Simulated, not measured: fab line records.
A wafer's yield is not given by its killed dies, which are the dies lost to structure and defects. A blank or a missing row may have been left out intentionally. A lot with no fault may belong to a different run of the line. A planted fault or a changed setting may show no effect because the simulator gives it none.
Which of the tools did it? / flow gf180mcu / 13 lots, 39 wafers sampled, at 2 steps of a route of 602

## WHAT THE GAUGES SHOWED, per wafer
GF_M4_OVL_MEAS_15.
lot=L312; measured=day 23 11:30; on=overlay-01; M4_OVL (nm)=0 1 2
lot=L313; measured=day 24 00:59; on=overlay-01; M4_OVL (nm)=-2 3 -4
lot=L314; measured=day 24 03:20; on=overlay-01; M4_OVL (nm)=3 2 3
lot=L316; measured=day 24 18:55; on=overlay-01; M4_OVL (nm)=-4 -5 -3
lot=L317; measured=day 25 06:41; on=overlay-01; M4_OVL (nm)=-3 -6 -10
lot=L318; measured=day 25 14:32; on=overlay-02; M4_OVL (nm)=-4 2 1
lot=L319; measured=day 25 19:50; on=overlay-02; M4_OVL (nm)=-9 -5 -8
lot=L322; measured=day 26 21:20; on=overlay-02; M4_OVL (nm)=-4 0 -4
lot=L328; measured=day 28 18:51; on=overlay-01; M4_OVL (nm)=-9 -1 -1
lot=L329; measured=day 29 05:13; on=overlay-02; M4_OVL (nm)=2 7 6
lot=L331; measured=day 29 12:51; on=overlay-01; M4_OVL (nm)=-12 -2 -9
lot=L334; measured=day 30 07:28; on=overlay-02; M4_OVL (nm)=-7 0 3
lot=L335; measured=day 30 14:29; on=overlay-01; M4_OVL (nm)=-3 -5 -2

## WHICH TOOL RAN EACH LOT (tool, then ch and the chambers of the sampled wafers, then the start)
lot=L312; GF_VT_IMPLANT_STRIP_31=plasma-asher-03 ch 1, day 6 21:57
lot=L313; GF_VT_IMPLANT_STRIP_31=plasma-asher-03 ch 0,1, day 7 01:15
lot=L314; GF_VT_IMPLANT_STRIP_31=plasma-asher-01 ch 0,1, day 7 08:06
lot=L316; GF_VT_IMPLANT_STRIP_31=plasma-asher-01 ch 0,1, day 7 21:23
lot=L317; GF_VT_IMPLANT_STRIP_31=plasma-asher-03 ch 0,1, day 8 06:55
lot=L318; GF_VT_IMPLANT_STRIP_31=plasma-asher-03 ch 0,1, day 8 11:03
lot=L319; GF_VT_IMPLANT_STRIP_31=plasma-asher-03 ch 0,1, day 8 16:50
lot=L322; GF_VT_IMPLANT_STRIP_31=plasma-asher-02 ch 0,1, day 9 14:06
lot=L328; GF_VT_IMPLANT_STRIP_31=plasma-asher-03 ch 0,1, day 11 05:20
lot=L329; GF_VT_IMPLANT_STRIP_31=plasma-asher-02 ch 0,1, day 11 14:52
lot=L331; GF_VT_IMPLANT_STRIP_31=plasma-asher-02 ch 0,1, day 12 01:11
lot=L334; GF_VT_IMPLANT_STRIP_31=plasma-asher-01 ch 0,1, day 12 20:37
lot=L335; GF_VT_IMPLANT_STRIP_31=plasma-asher-03 ch 0,1, day 13 04:50
- GF_VT_IMPLANT_STRIP_31: strips in O2/N2.

## WHAT THE TOOLS THEMSELVES READ (means of the sampled wafers that have a number; where no wafer has one, the mark that the record gives instead)
GF_VT_IMPLANT_STRIP_31.
lot=L312; tool=plasma-asher-03; drypump-motor-current-A (A)=5.7; heater-power-w (W)=305; oes-product-au (a.u.)=0.716; platen-temp-c (C)=250.03; strip-time-to-endpoint-s (s)=12.67
lot=L313; tool=plasma-asher-03; drypump-motor-current-A (A)=6.0; heater-power-w (W)=298; oes-product-au (a.u.)=0.719; platen-temp-c (C)=249.83; strip-time-to-endpoint-s (s)=12.65
lot=L314; tool=plasma-asher-01; drypump-motor-current-A (A)=5.9; heater-power-w (W)=319; oes-product-au (a.u.)=0.714; platen-temp-c (C)=250.01; strip-time-to-endpoint-s (s)=12.71
lot=L316; tool=plasma-asher-01; drypump-motor-current-A (A)=5.4; heater-power-w (W)=311; oes-product-au (a.u.)=0.710; platen-temp-c (C)=250.03; strip-time-to-endpoint-s (s)=12.65
lot=L317; tool=plasma-asher-03; drypump-motor-current-A (A)=6.0; heater-power-w (W)=296; oes-product-au (a.u.)=0.711; platen-temp-c (C)=249.93; strip-time-to-endpoint-s (s)=12.68
lot=L318; tool=plasma-asher-03; drypump-motor-current-A (A)=6.0; heater-power-w (W)=294; oes-product-au (a.u.)=0.715; platen-temp-c (C)=250.09; strip-time-to-endpoint-s (s)=12.68
lot=L319; tool=plasma-asher-03; drypump-motor-current-A (A)=5.8; heater-power-w (W)=300; oes-product-au (a.u.)=0.712; platen-temp-c (C)=250.06; strip-time-to-endpoint-s (s)=12.64
lot=L322; tool=plasma-asher-02; drypump-motor-current-A (A)=6.0; heater-power-w (W)=280; oes-product-au (a.u.)=0.710; platen-temp-c (C)=250.14; strip-time-to-endpoint-s (s)=12.75
lot=L328; tool=plasma-asher-03; drypump-motor-current-A (A)=6.0; heater-power-w (W)=294; oes-product-au (a.u.)=0.714; platen-temp-c (C)=249.91; strip-time-to-endpoint-s (s)=12.71
lot=L329; tool=plasma-asher-02; drypump-motor-current-A (A)=5.4; heater-power-w (W)=292; oes-product-au (a.u.)=0.714; platen-temp-c (C)=250.09; strip-time-to-endpoint-s (s)=12.69
lot=L331; tool=plasma-asher-02; drypump-motor-current-A (A)=5.4; heater-power-w (W)=291; oes-product-au (a.u.)=0.713; platen-temp-c (C)=250.03; strip-time-to-endpoint-s (s)=12.69
lot=L334; tool=plasma-asher-01; drypump-motor-current-A (A)=5.9; heater-power-w (W)=311; oes-product-au (a.u.)=0.711; platen-temp-c (C)=250.18; strip-time-to-endpoint-s (s)=12.69
lot=L335; tool=plasma-asher-03; drypump-motor-current-A (A)=6.0; heater-power-w (W)=292; oes-product-au (a.u.)=0.710; platen-temp-c (C)=249.78; strip-time-to-endpoint-s (s)=12.69

## THE ANSWER, worked out from the rows above alone
Rule: what is usual is taken from the lots themselves. The widest of any qualifying gaps counts: lots, ordered by their means at a reading, are off when they make up no more than a third of the lots, leave a main group of 4 or more, and stand apart from it by 3 or more times the standard deviation of that group's means. A main group whose means are all the same, to the digits that the tables above print for the reading, isn't used. Also off: a lot with no number at a reading for which 4 or more lots have one. Any other lot the step has rows for is counted as sound. Order of review: gauges by route order, followed by the tools' own readings, for which a lot's mean as printed above is used. The first step at which some lot is off is used, and at that step the reading that is off furthest; a lot without a number counts as furthest.
No lot is off on any of the readings shown, so nothing can be concluded from this.

## WHAT THE SIMULATOR HAD INSERTED
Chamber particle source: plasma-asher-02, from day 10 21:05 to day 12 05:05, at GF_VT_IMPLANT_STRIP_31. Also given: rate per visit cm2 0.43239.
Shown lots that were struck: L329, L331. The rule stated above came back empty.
